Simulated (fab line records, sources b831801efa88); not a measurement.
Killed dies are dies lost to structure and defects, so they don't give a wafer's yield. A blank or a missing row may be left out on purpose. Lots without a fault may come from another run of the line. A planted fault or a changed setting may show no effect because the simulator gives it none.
Which tool did it? | flow gf180mcu | 14 lots, 42 wafers sampled, at 3 steps of a route of 602

WHAT THE GAUGES READ, wafer by wafer
GF_POLY_GATE_CD_MEAS_18. Usual: cd_nm 279.9 nm, standard deviation 1.6.
lot  | measured     | on        | cd_nm (nm)        | flag
L708 | day 9 04:10  | cd_sem-02 | 281.2 278.2 279.4 |
L710 | day 9 17:40  | cd_sem-01 | 278.0 279.3 278.9 |
L711 | day 9 23:24  | cd_sem-01 | 279.9 280.1 281.2 |
L712 | day 10 12:40 | cd_sem-02 | 278.7 278.4 279.1 |
L714 | day 11 00:36 | cd_sem-01 | 280.9 279.4 277.9 |
L716 | day 11 17:53 | cd_sem-01 | 282.6 279.5 280.7 |
L717 | day 12 02:09 | cd_sem-02 | 279.9 280.2 280.6 |
L718 | day 12 09:13 | cd_sem-01 | 277.6 277.5 280.4 |
L719 | day 12 15:16 | cd_sem-01 | 283.8 282.1 282.2 |
L720 | day 12 22:43 | cd_sem-02 | 282.0 281.2 281.1 |
L721 | day 13 02:12 | cd_sem-01 | 281.0 280.7 281.4 |
L724 | day 14 01:43 | cd_sem-02 | 282.1 283.2 280.5 |
L728 | day 15 08:12 | cd_sem-02 | 277.1 279.1 276.8 |
L729 | day 15 13:14 | cd_sem-01 | 279.6 279.8 278.5 |

GF_HV_LDD_CD_MEAS_07: target cd 400 nm. Usual: cd_nm 400.4 nm, standard deviation 2.5.
lot  | measured     | on        | cd_nm (nm)        | flag
L708 | day 9 22:14  | cd_sem-02 | 399.5 400.8 400.4 |
L710 | day 10 10:51 | cd_sem-01 | 398.8 397.0 396.6 |
L711 | day 10 17:20 | cd_sem-02 | 401.4 402.8 401.6 |
L712 | day 11 06:41 | cd_sem-01 | 399.5 401.1 401.5 |
L714 | day 11 18:56 | cd_sem-01 | 405.6 404.4 404.3 |
L716 | day 12 12:44 | cd_sem-02 | 399.5 399.4 399.1 |
L717 | day 12 21:09 | cd_sem-01 | 402.6 402.7 402.6 |
L718 | day 13 05:04 | cd_sem-02 | 400.7 400.6 400.3 |
L719 | day 13 10:50 | cd_sem-02 | 399.0 397.4 399.6 |
L720 | day 13 18:11 | cd_sem-01 | 396.1 398.6 400.8 |
L721 | day 13 21:59 | cd_sem-01 | 398.4 399.2 400.4 |
L724 | day 14 22:34 | cd_sem-01 | 402.8 404.2 404.8 |
L728 | day 16 05:40 | cd_sem-02 | 397.1 397.8 399.1 |
L729 | day 16 10:35 | cd_sem-01 | 400.3 399.5 399.3 |

GF_HV_LDD_OVL_MEAS_08. Usual: HV_LDD_OVL -1.2 nm, standard deviation 1.6.
lot  | measured     | on         | HV_LDD_OVL (nm) | flag
L708 | day 9 22:22  | overlay-02 | -3.7 -0.9 -3.8  |
L710 | day 10 10:57 | overlay-02 | -3.1 -1.5 0.1   |
L711 | day 10 17:28 | overlay-02 | -0.6 -2.3 -0.6  |
L712 | day 11 06:48 | overlay-01 | -1.4 0.2 -1.7   |
L714 | day 11 19:04 | overlay-01 | -2.4 -3.6 -1.1  |
L716 | day 12 12:49 | overlay-02 | 0.9 0.6 -1.7    |
L717 | day 12 21:15 | overlay-02 | -1.2 -1.3 -0.7  |
L718 | day 13 05:10 | overlay-01 | -0.9 0.7 2.2    |
L719 | day 13 10:56 | overlay-01 | -3.0 -1.5 -1.6  |
L720 | day 13 18:18 | overlay-01 | -0.6 0.6 0.3    |
L721 | day 13 22:07 | overlay-01 | -1.5 -2.0 -1.0  |
L724 | day 14 22:40 | overlay-02 | -1.3 -0.4 -1.7  |
L728 | day 16 05:47 | overlay-01 | -0.6 -2.2 -0.3  |
L729 | day 16 10:42 | overlay-02 | -4.1 -4.9 -3.1  |

WHICH TOOL RAN EACH LOT (tool, then ch and the chambers of the sampled wafers, then the start)
The record holds no process step before these readings.

WHAT THE TOOLS THEMSELVES READ (means of the sampled wafers that have a number; where no wafer has one, the mark that the record gives instead)
The record holds no such reading with a usual standard deviation.

THE ANSWER, worked out from the rows above alone
Rule: a lot is off if the mean of its wafers that have a number lies more than 3 standard deviations from the usual mean. A lot without any number at a reading at which 4 lots or more have one is off too. The other lots that the step has rows for count as sound. The gauges are gone through in route order, then the tools' own readings, and for those a lot's mean is taken as printed above. The first step at which some lot is off is used, and at that step the reading that is off furthest; a lot without a number counts as furthest.
No lot is off at any reading shown: from this, nothing can be told.

WHAT THE SIMULATOR HAD PUT IN
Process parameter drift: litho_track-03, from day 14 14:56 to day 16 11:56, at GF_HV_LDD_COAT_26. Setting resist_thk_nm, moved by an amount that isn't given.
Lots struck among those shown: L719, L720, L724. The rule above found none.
